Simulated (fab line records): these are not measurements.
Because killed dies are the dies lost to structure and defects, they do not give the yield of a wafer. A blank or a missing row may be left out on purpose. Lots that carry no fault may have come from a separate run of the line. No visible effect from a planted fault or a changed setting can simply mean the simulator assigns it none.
Chamber matching + flow gf180mcu + rie_diel-01 running GF_V1_ETCH_16: 4 sister chambers
The step etches BARC in N2/H2. 4 wafers are shown with their chamber, then 10 later ones without.

EACH WAFER AND ITS CHAMBER
| wafer  | chamber | drypump_motor_current_A (A) |
|--------|---------|-----------------------------|
| L080.6 | 1       | 5.7                         |
| L084.6 | 3       | 5.4                         |
| L087.6 | 2       | 5.6                         |
| L089.4 | 0       | 6.0                         |

WAFERS MISSING THEIR CHAMBER
| wafer  | drypump_motor_current_A (A) |
|--------|-----------------------------|
| L089.6 | 5.6                         |
| L092.3 | 5.9                         |
| L092.4 | 5.9                         |
| L092.6 | 5.7                         |
| L093.1 | 5.4                         |
| L093.5 | 5.5                         |
| L093.6 | 6.0                         |
| L097.1 | 5.4                         |
| L097.2 | 5.6                         |
| L097.3 | 6.0                         |

WHICH CHAMBER EACH ONE RAN IN
| wafer  | from the rows above          | in truth |
|--------|------------------------------|----------|
| L089.6 | can't be placed: 2 or 1      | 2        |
| L092.3 | can't be placed: 0 or 1      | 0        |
| L092.4 | can't be placed: 0 or 1      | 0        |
| L092.6 | can't be placed: 1 or 2      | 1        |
| L093.1 | 3                            | 3        |
| L093.5 | can't be placed: 2 or 3 or 1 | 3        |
| L093.6 | 0                            | 0        |
| L097.1 | 3                            | 3        |
| L097.2 | can't be placed: 2 or 1      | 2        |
| L097.3 | 0                            | 0        |
Correct placement for 4 of the 10. Can't be placed from these rows: 6 (the true chamber is among the candidates in 6). Number placed wrongly: 0.
How it was worked out, from the rows above alone: a wafer's distance from a chamber is the root of the sum, over the readings, of the square of ((its reading less the chamber's mean) divided by the reading's scatter). The wafer belongs to the nearest chamber; if the next one is less than 2 further off, it can't be placed. A chamber's mean is the mean of its shown wafers. The scatter: root of mean squared gap, hidden wafer to nearest shown wafer, with one shown wafer a chamber.
